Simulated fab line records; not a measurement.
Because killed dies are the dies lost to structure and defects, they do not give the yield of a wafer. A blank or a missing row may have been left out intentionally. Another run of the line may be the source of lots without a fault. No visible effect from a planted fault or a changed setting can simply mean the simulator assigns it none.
Matching of chambers -- flow sky130 -- SKY_VIA3_ETCH_15 on rie_diel-04 has 4 sister chambers
The step etches SiO2 in C4F8/O2/Ar, stops on TiN, target depth 507 nm, time 78 s. 4 wafers are shown with their chamber, then 9 later ones without.

== WAFERS, EACH WITH ITS CHAMBER ==
wafer,chamber,oes_product_au (a.u.)
L087.3,0,0.944
L091.1,2,0.949
L091.2,3,0.949
L091.3,1,0.946

== WAFERS WHOSE CHAMBER IS MISSING ==
wafer,oes_product_au (a.u.)
L091.4,0.940
L091.5,0.945
L091.6,0.944
L092.2,0.942
L092.3,0.946
L092.4,0.936
L097.3,0.952
L097.4,0.939
L097.5,0.949

== THE CHAMBER EACH PASSED THROUGH ==
wafer,from the rows above,in truth
L091.4,can't be placed: 0 or 1 or 2 or 3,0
L091.5,can't be placed: 0 or 1 or 2 or 3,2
L091.6,can't be placed: 0 or 1 or 2 or 3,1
L092.2,can't be placed: 0 or 1 or 2 or 3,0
L092.3,can't be placed: 1 or 0 or 2 or 3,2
L092.4,can't be placed: 0 or 1 or 2 or 3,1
L097.3,can't be placed: 2 or 3 or 1 or 0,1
L097.4,can't be placed: 0 or 1 or 2 or 3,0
L097.5,can't be placed: 2 or 3 or 1 or 0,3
Placed correctly: 0 of 9. These rows do not allow placing 9 (true chamber among the candidates in 9). Number placed wrongly: 0.
How it was worked out, from the rows above alone: a wafer's distance from a chamber is the root of the sum, over the readings, of the square of ((its reading less the chamber's mean) divided by the reading's scatter). If the next closest chamber is less than 2 further off than the closest, the wafer can't be placed; otherwise it belongs to the closest. Each chamber's mean is taken over the wafers shown for it. The scatter (one wafer shown for each chamber): square how far every hidden wafer sits from the nearest shown wafer, average those squares and take the square root.
